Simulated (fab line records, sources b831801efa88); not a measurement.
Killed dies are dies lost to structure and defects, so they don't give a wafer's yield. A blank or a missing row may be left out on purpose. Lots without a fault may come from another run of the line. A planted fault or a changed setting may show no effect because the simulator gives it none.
A struck lot beside a sound one | flow gf180mcu | 14 steps out of a route of 602
Sound: wafers L297.1, L297.2, L297.3. Struck: wafers L284.1, L284.2, L284.5. The cause comes at the end.
At each step with rows: each side's tool, then ch and its chambers, then its first start. Under that, the readings that differ: sound wafers | struck wafers | difference of the means | sigmas: that difference in standard deviations of wafers without a fault.
alike: readings whose means differ by less than 2 such deviations, and words and numbers that are the same on both sides. not compared: withheld readings, readings that some wafer has no value for, bounds like >300 that may hide the same value, and numbers for which the record gives no deviation and whose values overlap.
The two part at a step that has a row with sigmas, a row that says differs or no value, or rows on one side only. Numbers that don't overlap but have no deviation are shown without sigmas and don't part them. A reading that every wafer of one side lacks parts them only if that side has two wafers or more.

first, 1 step without rows for these wafers: GF_CONTACT_CVD_00 (deposits SiO2, target thk 300 nm, time 50 s).
GF_CONTACT_THK_MEAS_01:
  sound on film_metro-01, day 22 23:18; struck on film_metro-04, day 18 01:37
  alike: CONTACT_CVD_00_THK
GF_CONTACT_CVD_02: deposits SiO2 from TEOS, target thk 860 nm, time 95.992 s.
  sound on pecvd-03 ch 0,1,2, day 22 23:22; struck on pecvd-04 ch 0,1,2, day 18 01:41
  alike: heater_power_w
GF_CONTACT_THK_MEAS_03:
  sound on film_metro-01, day 22 23:26; struck on film_metro-01, day 18 01:45
  reading                 | sound       | struck      | difference | sigmas
  CONTACT_CVD_02_THK (nm) | 851 837 844 | 871 854 869 | +21        | +2
GF_CONTACT_CMP_04: polishes SiO2.
  sound on cmp-01 ch 0,1,3, day 22 23:29; struck on cmp-01 ch 0,2,3, day 18 01:55
  alike: motor_current_A, slurry_filter_dp_kPa, time_to_endpoint_s
GF_CONTACT_BOW_MEAS_05:
  sound on film_metro-02, day 22 23:47; struck on film_metro-02, day 18 02:07
  alike: CONTACT_BOW
then, 6 steps without rows for these wafers: GF_CONTACT_DEHYDRATE_06 (time 60 s); GF_CONTACT_HMDS_07 (prime time 60 s); GF_CONTACT_COAT_08; GF_CONTACT_COAT_09 (resist thk 1000 nm); GF_CONTACT_SOFTBAKE_10 (time 60 s); GF_CONTACT_EXPOSE_11 (exposes mask Contact, target cd 220 nm).
GF_CONTACT_PEB_12: peb time 90 s.
  sound on litho_track-04 ch 0, day 23 21:52; struck on litho_track-04, day 19 01:43
  no value came back on the struck wafers for chill_plate_temp_C (C), exhaust_pa (Pa); on the sound wafers chill_plate_temp_C (C) reads 23.00 23.00 22.95
then, 1 step without rows for these wafers: GF_CONTACT_DEVELOP_13 (develop time 60 s).

WHERE THEY PART
First at GF_CONTACT_THK_MEAS_03; last, within this record, at GF_CONTACT_PEB_12.

WHY: what the simulator had put in
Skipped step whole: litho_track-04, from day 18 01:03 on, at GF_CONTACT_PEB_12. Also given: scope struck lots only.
